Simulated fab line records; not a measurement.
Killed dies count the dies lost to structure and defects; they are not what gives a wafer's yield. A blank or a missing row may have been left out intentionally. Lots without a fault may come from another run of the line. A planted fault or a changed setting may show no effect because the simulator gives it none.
Which tool was responsible? / flow gf180mcu / route of 602 steps, sampled at 1 step: 6 lots, 18 wafers

WHAT THE GAUGES SHOWED, per wafer
GF_VT_IMPLANT_OVL_MEAS_18.
lot=L455; measured=day 6 10:53; on=overlay-02; VT_IMPLANT_01_OVL (nm)=0.9 -1.2 -0.3
lot=L460; measured=day 7 14:58; on=overlay-02; VT_IMPLANT_01_OVL (nm)=2.1 2.5 1.2
lot=L469; measured=day 10 09:37; on=overlay-01; VT_IMPLANT_01_OVL (nm)=-1.3 -2.5 -2.5
lot=L471; measured=day 11 09:20; on=overlay-01; VT_IMPLANT_01_OVL (nm)=1.2 2.6 2.3
lot=L473; measured=day 12 01:02; on=overlay-02; VT_IMPLANT_01_OVL (nm)=0.6 1.2 0.0
lot=L476; measured=day 12 12:17; on=overlay-01; VT_IMPLANT_01_OVL (nm)=-2.2 -0.5 -0.8

WHICH TOOL RAN EACH LOT (tool, then ch and the chambers of the sampled wafers, then the start)
No process step before these readings appears in the record.

THE ANSWER, worked out from the rows above alone
Rule: the lots themselves supply what counts as usual. The widest of any qualifying gaps counts: lots, ordered by their means at a reading, are off when they make up no more than a third of the lots, leave a main group of 4 or more, and stand apart from it by 3 or more times the standard deviation of that group's means. Not used: any main group whose means are identical at the precision the tables above print for the reading. Also off: a lot with no number at a reading for which 4 or more lots have one. All remaining lots with rows at the step are treated as sound.
Across all readings shown, no lot is off: no conclusion can be drawn from this.

WHAT HAD BEEN PUT IN BY THE SIMULATOR
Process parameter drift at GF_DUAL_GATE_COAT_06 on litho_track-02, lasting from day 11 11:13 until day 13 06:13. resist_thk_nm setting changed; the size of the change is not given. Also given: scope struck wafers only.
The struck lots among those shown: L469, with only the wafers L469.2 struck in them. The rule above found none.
